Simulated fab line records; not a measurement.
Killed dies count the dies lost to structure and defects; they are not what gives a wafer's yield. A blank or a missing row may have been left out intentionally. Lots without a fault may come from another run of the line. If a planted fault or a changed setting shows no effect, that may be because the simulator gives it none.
Code-filled problem report in 8D (eight disciplines) form    flow sky130    the parts of the form that need people (team, actions taken, sign-off) are left out

1. THE PROBLEM
LI_CONTACT_W_RS at SKY_LI_CONTACT_RS_MEAS_22 reads a mean of 0.240 ohm/sq on 6 wafers of 2 lots; wafers without a fault read 0.285 ohm/sq with a standard deviation of 0.0035. Measured from the usual mean, that is -13 standard deviations.
The step: measures by four-point-probe.
The first sign was on wafer L635.1 at day 34 18:19, on film-metro-02. At this step, 36 wafers from 12 lots have a number in the record. The rule behind "out" and "out of limits": a value lying over 4 standard deviations away from the usual mean. The rest of the wafers with a number are treated as sound.

2. WHAT THIS IS AND IS NOT
question                     is                            is not
which readings at this step  LI_CONTACT_W_RS               -
which lots                   L635, L637                    L620, L621, L622, L623, L624, L626, L627, L629, L636, L640
which wafers of those lots   all that have a number        -
read on which gauges         film-metro-02, film-metro-04  film-metro-03
when                         from day 34 18:19             up to then (24 sound wafers); but 6 sound wafers of L636, L640 came after

3. THE SUSPECTS, EACH WITH WHAT RULES IT OUT
Counting: a tool at any process step up to the reading remains a suspect when it ran all the lots that are out and ran no sound lot after the first of those.
- the gauge at SKY_LI_CONTACT_RS_MEAS_22 is ruled out. Those wafers that are out were read across 2 gauges (film-metro-02, film-metro-04).
- cvd-w-02 at SKY_LI_CONTACT_CVD_21 (deposits W, target thk 400 nm, time 120.56 s): kept. It processed each lot that is out, first L635 at day 34 18:11, and no sound lot thereafter; up to then, the last sound lot it processed was L627 at day 32 04:24.
The count leaves cvd-w-02 at SKY_LI_CONTACT_CVD_21.

4. THE CAUSE (what the simulator had put in)
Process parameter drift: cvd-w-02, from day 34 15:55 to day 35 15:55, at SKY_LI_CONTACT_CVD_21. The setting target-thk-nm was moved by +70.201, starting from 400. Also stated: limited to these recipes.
After counting, this tool was the only one left.

5. THE CHAIN OF EFFECTS, in route order
One row per reading whose mean, taken over the struck wafers that have a number, lies over 3 standard deviations from the usual. Only readings for which the record gives a usual standard deviation are gone through. hours: the time from each lot's start at the first step in this table that gives one to its start at this step, as a median over the lots. sigmas: the change in usual standard deviations.
hours  step                        reading             usual         on struck wafers  change  sigmas
0      SKY_LI_CONTACT_RS_MEAS_22   LI_CONTACT_W_RS     0.285 ohm/sq  0.240             -0.045  -13
0      SKY_LI_CONTACT_THK_MEAS_23  LI_CONTACT_W_THK    398 nm        470               +72     +14
0      SKY_LI_CONTACT_CMP_24       time-to-endpoint-s  97 s          118               +22     +5.5
Its process steps:
- SKY_LI_CONTACT_CMP_24: polishes, stops on PSG, t overpolish 20 s, target thk 0 nm.
At these later measuring or inspecting steps, every struck wafer for which the step has a row has a number for every such reading, and none has moved that far: SKY_LOCAL_INTERCONNECT_CD_MEAS_11.

6. WHAT WOULD HAVE CAUGHT IT SOONER
2 hours passed between the start of the fault at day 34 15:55 and the first reading out of limits at a measuring or inspecting step in this record, taken at day 34 18:19.
Tool readings at SKY_LI_CONTACT_CVD_21 with a usual standard deviation given in the record: none out on any struck wafer, hence no alarm at a limit of 4 standard deviations on them.
Among the 2 lots that are out, L637 began SKY_LI_CONTACT_CVD_21 on cvd-w-02 after day 34 18:19. It would have been spared by a hold on the tool at that moment.
